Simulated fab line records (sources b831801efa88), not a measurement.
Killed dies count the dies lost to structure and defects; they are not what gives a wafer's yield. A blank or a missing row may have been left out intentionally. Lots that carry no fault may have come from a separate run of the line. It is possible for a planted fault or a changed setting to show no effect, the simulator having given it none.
What tool caused it? | flow gf180mcu | 24 lots with 72 wafers sampled at 6 steps, on a route of 602 steps

== WHAT EACH GAUGE READ, for each wafer ==
GF_HV_LDD_OVL_MEAS_20.
lot  | measured     | on         | HV_LDD_01_OVL (nm)
L074 | day 10 20:25 | overlay-02 | 0.0 0.8 0.9
L075 | day 11 02:37 | overlay-01 | 2.2 1.3 1.1
L076 | day 11 03:55 | overlay-01 | -1.4 -0.8 -2.0
L077 | day 11 17:34 | overlay-01 | -1.1 -1.7 -3.4
L078 | day 11 23:12 | overlay-01 | -1.9 2.3 0.7
L079 | day 12 08:04 | overlay-02 | 1.9 0.6 -1.3
L080 | day 12 20:54 | overlay-01 | 0.4 1.5 0.0
L081 | day 13 03:48 | overlay-01 | 0.9 1.1 -0.3
L082 | day 13 07:34 | overlay-01 | -1.0 0.4 -1.7
L083 | day 13 15:49 | overlay-02 | 0.5 0.8 -0.3
L084 | day 13 22:25 | overlay-02 | 1.4 2.2 2.9
L085 | day 14 02:40 | overlay-02 | 1.5 -0.7 -1.5
L086 | day 14 12:46 | overlay-02 | -0.4 -1.3 0.5
L087 | day 14 14:51 | overlay-01 | -0.6 -0.1 0.7
L088 | day 15 00:15 | overlay-01 | 0.1 1.3 -1.4
L089 | day 15 05:10 | overlay-02 | -2.4 -2.7 -0.6
L090 | day 15 13:22 | overlay-02 | 0.8 0.1 0.4
L091 | day 15 21:43 | overlay-02 | -1.2 -1.0 -2.9
L092 | day 16 03:48 | overlay-01 | -0.5 -2.6 -3.6
L093 | day 16 10:28 | overlay-02 | -1.1 -0.5 1.2
L094 | day 16 16:58 | overlay-02 | 1.2 0.2 0.1
L095 | day 17 00:57 | overlay-01 | -2.1 -1.4 -0.4
L096 | day 17 08:48 | overlay-01 | -1.0 0.9 1.3
L097 | day 17 13:01 | overlay-01 | -0.6 -2.0 -0.6

GF_M1_CD_MEAS_14 targets a cd of 230 nm.
lot  | measured     | on       | cdNm (nm)
L074 | day 16 23:38 | cdSem-01 | 232.3 232.7 232.3
L075 | day 17 09:11 | cdSem-01 | 228.6 229.2 228.7
L076 | day 17 11:43 | cdSem-02 | 230.6 232.0 231.9
L077 | day 18 01:14 | cdSem-02 | 229.6 228.6 230.3
L078 | day 18 10:23 | cdSem-02 | 230.9 229.0 230.4
L079 | day 18 21:17 | cdSem-01 | 231.0 229.9 229.0
L080 | day 19 12:34 | cdSem-01 | 230.8 231.0 231.9
L081 | day 19 20:44 | cdSem-01 | 231.3 231.7 231.3
L082 | day 20 01:32 | cdSem-02 | 232.3 232.4 235.0
L083 | day 20 16:24 | cdSem-01 | 231.8 231.4 231.7
L084 | day 20 21:00 | cdSem-01 | 232.2 231.8 231.5
L085 | day 21 08:00 | cdSem-01 | 231.7 229.3 231.2
L086 | day 21 18:26 | cdSem-02 | 230.8 229.5 230.7
L087 | day 21 21:37 | cdSem-01 | 231.8 231.0 231.8
L088 | day 22 09:39 | cdSem-02 | 231.3 231.4 230.8
L089 | day 22 13:32 | cdSem-01 | 230.3 229.2 229.9
L090 | day 22 19:32 | cdSem-02 | 230.9 230.4 230.9
L091 | day 23 03:44 | cdSem-01 | 227.9 229.5 229.4
L092 | day 23 10:34 | cdSem-02 | 229.0 228.9 228.3
L093 | day 23 17:51 | cdSem-01 | 229.7 229.9 229.5
L094 | day 23 21:59 | cdSem-02 | 227.0 228.2 227.6
L095 | day 24 06:48 | cdSem-01 | 230.1 230.1 228.4
L096 | day 24 15:58 | cdSem-02 | 229.9 230.5 230.7
L097 | day 24 20:02 | cdSem-02 | 229.3 229.8 230.1

GF_M2_CD_MEAS_14 targets a cd of 280 nm.
lot  | measured     | on       | cdNm (nm)
L074 | day 19 01:19 | cdSem-01 | 281.0 281.8 281.8
L075 | day 19 12:09 | cdSem-02 | 280.6 280.6 279.5
L076 | day 19 14:52 | cdSem-02 | 279.8 280.1 278.9
L077 | day 20 06:33 | cdSem-01 | 279.9 280.1 279.4
L078 | day 20 15:17 | cdSem-02 | 277.4 278.7 278.1
L079 | day 21 02:47 | cdSem-01 | 280.1 280.0 281.0
L080 | day 21 16:47 | cdSem-02 | 278.9 278.3 277.0
L081 | day 22 01:53 | cdSem-01 | 281.0 282.1 280.5
L082 | day 22 05:27 | cdSem-02 | 280.0 279.3 278.6
L083 | day 22 20:36 | cdSem-01 | 278.9 278.0 279.5
L084 | day 22 23:39 | cdSem-01 | 281.2 280.7 280.9
L085 | day 23 09:13 | cdSem-01 | 279.1 277.8 278.2
L086 | day 23 20:03 | cdSem-02 | 277.9 279.0 280.2
L087 | day 23 22:37 | cdSem-02 | 278.4 280.2 280.0
L088 | day 24 09:45 | cdSem-01 | 281.0 280.1 279.7
L089 | day 24 14:31 | cdSem-02 | 280.7 280.9 280.4
L090 | day 24 20:13 | cdSem-01 | 277.7 278.9 279.1
L091 | day 25 03:04 | cdSem-01 | 279.9 279.4 279.4
L092 | day 25 09:05 | cdSem-01 | 281.1 281.6 281.7
L093 | day 25 16:34 | cdSem-02 | 278.5 279.2 278.4
L094 | day 25 20:30 | cdSem-01 | 281.4 281.6 281.0
L095 | day 26 05:24 | cdSem-01 | 279.8 279.3 279.9
L096 | day 26 14:17 | cdSem-02 | 281.6 281.5 280.2
L097 | day 26 16:43 | cdSem-01 | 278.2 279.1 279.3

GF_V5_THK_MEAS_03.
lot  | measured     | on           | V5_CVD_02_THK (nm)
L074 | day 26 06:28 | filmMetro-02 | 1441 1443 1470
L075 | day 26 15:08 | filmMetro-03 | 1424 1452 1470
L076 | day 26 19:12 | filmMetro-01 | 1432 1456 1458
L077 | day 27 07:50 | filmMetro-02 | 1483 1454 1476
L078 | day 27 13:49 | filmMetro-03 | 1443 1435 1439
L079 | day 27 22:52 | filmMetro-02 | 1452 1471 1479
L080 | day 28 10:18 | filmMetro-01 | 1447 1421 1449
L081 | day 28 18:36 | filmMetro-03 | 1429 1443 1461
L082 | day 28 21:19 | filmMetro-03 | 1448 1435 1436
L083 | day 29 11:00 | filmMetro-03 | 1436 1440 1455
L084 | day 29 16:48 | filmMetro-01 | 1438 1434 1466
L085 | day 29 19:20 | filmMetro-02 | 1431 1454 1460
L086 | day 30 03:56 | filmMetro-02 | 1433 1448 1487
L087 | day 30 08:15 | filmMetro-02 | 1429 1426 1458
L088 | day 30 16:03 | filmMetro-02 | 1419 1434 1467
L089 | day 30 20:14 | filmMetro-02 | 1419 1441 1446
L090 | day 31 00:52 | filmMetro-01 | 1452 1457 1474
L091 | day 31 07:39 | filmMetro-01 | 1456 1424 1477
L092 | day 31 12:22 | filmMetro-03 | 1404 1463 1470
L093 | day 31 18:23 | filmMetro-02 | 1439 1482 1468
L094 | day 31 23:00 | filmMetro-02 | 1468 1484 1487
L095 | day 32 05:47 | filmMetro-03 | 1431 1436 1442
L096 | day 32 11:17 | filmMetro-02 | 1463 1455 1467
L097 | day 32 13:22 | filmMetro-01 | 1439 1441 1475

== WHAT TOOL EACH LOT RAN ON (gives the tool, then ch and the chambers of the sampled wafers, and finally the start) ==
lot  | GF_DUAL_GATE_STRIP_13               | GF_M3_SPUTTER_04
L074 | plasmaAsher-01 ch 0,1, day 8 12:33  | pvdSputter-02, day 20 05:58
L075 | plasmaAsher-04 ch 0,1, day 8 18:35  | pvdSputter-03, day 20 16:07
L076 | plasmaAsher-03 ch 0,1, day 8 19:46  | pvdSputter-02, day 20 18:57
L077 | plasmaAsher-03 ch 0,1, day 9 03:52  | pvdSputter-02, day 21 11:01
L078 | plasmaAsher-04 ch 0,1, day 9 09:01  | pvdSputter-02, day 21 18:50
L079 | plasmaAsher-01 ch 0,1, day 9 18:47  | pvdSputter-02, day 22 05:47
L080 | plasmaAsher-01 ch 0,1, day 10 06:52 | pvdSputter-02, day 22 19:08
L081 | plasmaAsher-03 ch 0,1, day 10 14:01 | pvdSputter-03, day 23 04:16
L082 | plasmaAsher-01 ch 0,1, day 10 17:35 | pvdSputter-04, day 23 07:31
L083 | plasmaAsher-03 ch 0, day 11 01:39   | pvdSputter-02, day 23 22:49
L084 | plasmaAsher-03 ch 0,1, day 11 07:29 | pvdSputter-03, day 24 01:43
L085 | plasmaAsher-01 ch 0,1, day 11 12:38 | pvdSputter-04, day 24 10:47
L086 | plasmaAsher-04 ch 0,1, day 11 18:46 | pvdSputter-04, day 24 21:19
L087 | plasmaAsher-03 ch 0,1, day 11 22:32 | pvdSputter-03, day 24 23:50
L088 | plasmaAsher-01 ch 0,1, day 12 07:46 | pvdSputter-04, day 25 10:10
L089 | plasmaAsher-04 ch 0,1, day 12 10:41 | pvdSputter-03, day 25 14:52
L090 | plasmaAsher-03 ch 0,1, day 12 17:19 | pvdSputter-02, day 25 20:37
L091 | plasmaAsher-04 ch 0,1, day 13 02:08 | pvdSputter-02, day 26 03:26
L092 | plasmaAsher-01 ch 1, day 13 08:17   | pvdSputter-02, day 26 09:14
L093 | plasmaAsher-03 ch 0,1, day 13 14:19 | pvdSputter-02, day 26 16:23
L094 | plasmaAsher-01 ch 0,1, day 13 21:32 | pvdSputter-03, day 26 20:52
L095 | plasmaAsher-03 ch 0,1, day 14 04:11 | pvdSputter-04, day 27 05:47
L096 | plasmaAsher-01 ch 0,1, day 14 10:10 | pvdSputter-02, day 27 14:08
L097 | plasmaAsher-04 ch 0,1, day 14 15:41 | pvdSputter-02, day 27 16:08
- GF_DUAL_GATE_STRIP_13: strips in O2/N2.
- GF_M3_SPUTTER_04: material TiN, target thk 50 nm, time 43.56 s.

== AS READ BY THE TOOLS THEMSELVES (means over the sampled wafers that have a number; for cases with no such wafer, the mark the record gives instead) ==
GF_DUAL_GATE_STRIP_13.
lot  | tool           | drypumpMotorCurrentA (A) | heaterPowerW (W) | n2FlowSccm (sccm) | oesProductAu (a.u.) | platenTempC (C) | stripTimeToEndpointS (s)
L074 | plasmaAsher-01 | 5.2                      | 343              | 300.7             | 0.719               | 249.93          | 12.63
L075 | plasmaAsher-04 | 6.0                      | 343              | 300.1             | 0.718               | 249.95          | 12.64
L076 | plasmaAsher-03 | 5.8                      | 309              | 300.0             | 0.714               | 249.99          | 12.66
L077 | plasmaAsher-03 | 5.8                      | 306              | 299.1             | 0.714               | 249.96          | 12.69
L078 | plasmaAsher-04 | 6.0                      | 341              | 300.0             | 0.718               | 249.89          | 12.66
L079 | plasmaAsher-01 | 5.4                      | 342              | 300.4             | 0.717               | 250.09          | 12.65
L080 | plasmaAsher-01 | 5.4                      | 342              | 299.6             | 0.710               | 250.06          | 12.67
L081 | plasmaAsher-03 | 5.9                      | 310              | 300.7             | 0.715               | 249.97          | 12.67
L082 | plasmaAsher-01 | 5.2                      | 341              | 299.6             | 0.719               | 249.88          | 12.64
L083 | plasmaAsher-03 | 5.7                      | 317              | 301.1             | 0.715               | 249.99          | 12.61
L084 | plasmaAsher-03 | 5.9                      | 311              | 299.9             | 0.719               | 250.04          | 12.61
L085 | plasmaAsher-01 | 5.4                      | 336              | 299.7             | 0.714               | 250.04          | 12.66
L086 | plasmaAsher-04 | 6.2                      | 346              | 299.1             | 0.716               | 249.99          | 12.60
L087 | plasmaAsher-03 | 5.8                      | 313              | 299.3             | 0.722               | 250.30          | 12.64
L088 | plasmaAsher-01 | 5.4                      | 340              | 298.8             | 0.715               | 249.76          | 12.70
L089 | plasmaAsher-04 | 6.0                      | 338              | 299.9             | 0.715               | 249.98          | 12.61
L090 | plasmaAsher-03 | 5.9                      | 302              | 300.6             | 0.719               | 249.97          | 12.64
L091 | plasmaAsher-04 | 6.0                      | 344              | 299.8             | 0.718               | 250.05          | 12.65
L092 | plasmaAsher-01 | 5.0                      | 347              | 300.7             | 0.717               | 250.07          | 12.63
L093 | plasmaAsher-03 | 5.9                      | 308              | 300.4             | 0.718               | 249.91          | 12.64
L094 | plasmaAsher-01 | 5.4                      | 343              | 300.6             | 0.711               | 250.09          | 12.58
L095 | plasmaAsher-03 | 5.9                      | 309              | 300.2             | 0.716               | 249.98          | 12.62
L096 | plasmaAsher-01 | 5.4                      | 337              | 299.9             | 0.712               | 249.97          | 12.62
L097 | plasmaAsher-04 | 6.1                      | 344              | 300.3             | 0.714               | 249.99          | 12.63

GF_M3_SPUTTER_04.
lot  | tool          | throttleValvePct (%)
L074 | pvdSputter-02 | 30.0
L075 | pvdSputter-03 | 30.0
L076 | pvdSputter-02 | 30.3
L077 | pvdSputter-02 | 30.2
L078 | pvdSputter-02 | 30.5
L079 | pvdSputter-02 | 30.4
L080 | pvdSputter-02 | 30.5
L081 | pvdSputter-03 | 29.6
L082 | pvdSputter-04 | 29.9
L083 | pvdSputter-02 | 30.4
L084 | pvdSputter-03 | 30.1
L085 | pvdSputter-04 | 30.8
L086 | pvdSputter-04 | 29.2
L087 | pvdSputter-03 | 29.8
L088 | pvdSputter-04 | 30.3
L089 | pvdSputter-03 | 30.1
L090 | pvdSputter-02 | 29.9
L091 | pvdSputter-02 | 29.9
L092 | pvdSputter-02 | 29.7
L093 | pvdSputter-02 | 29.1
L094 | pvdSputter-03 | 29.3
L095 | pvdSputter-04 | 30.2
L096 | pvdSputter-02 | 30.6
L097 | pvdSputter-02 | 30.5

== THE ANSWER, worked out from the rows above alone ==
Rule: usual is defined by the lots themselves. The widest of any qualifying gaps counts: lots, ordered by their means at a reading, are off when they make up no more than a third of the lots, leave a main group of 4 or more, and stand apart from it by 3 or more times the standard deviation of that group's means. A main group is skipped when, at the precision printed for the reading in the tables above, its means are all equal. Also off: a lot with no number at a reading for which 4 or more lots have one. The other lots that the step has rows for count as sound. The gauges are gone through in route order, then the tools' own readings, and for those a lot's mean is taken as printed above. At the first step where some lot is off, the reading lying furthest off is the one used; lots without a number count as furthest.
Nothing can be told from this: no lot is off at any reading shown.

== WHAT WAS PUT IN BY THE SIMULATOR ==
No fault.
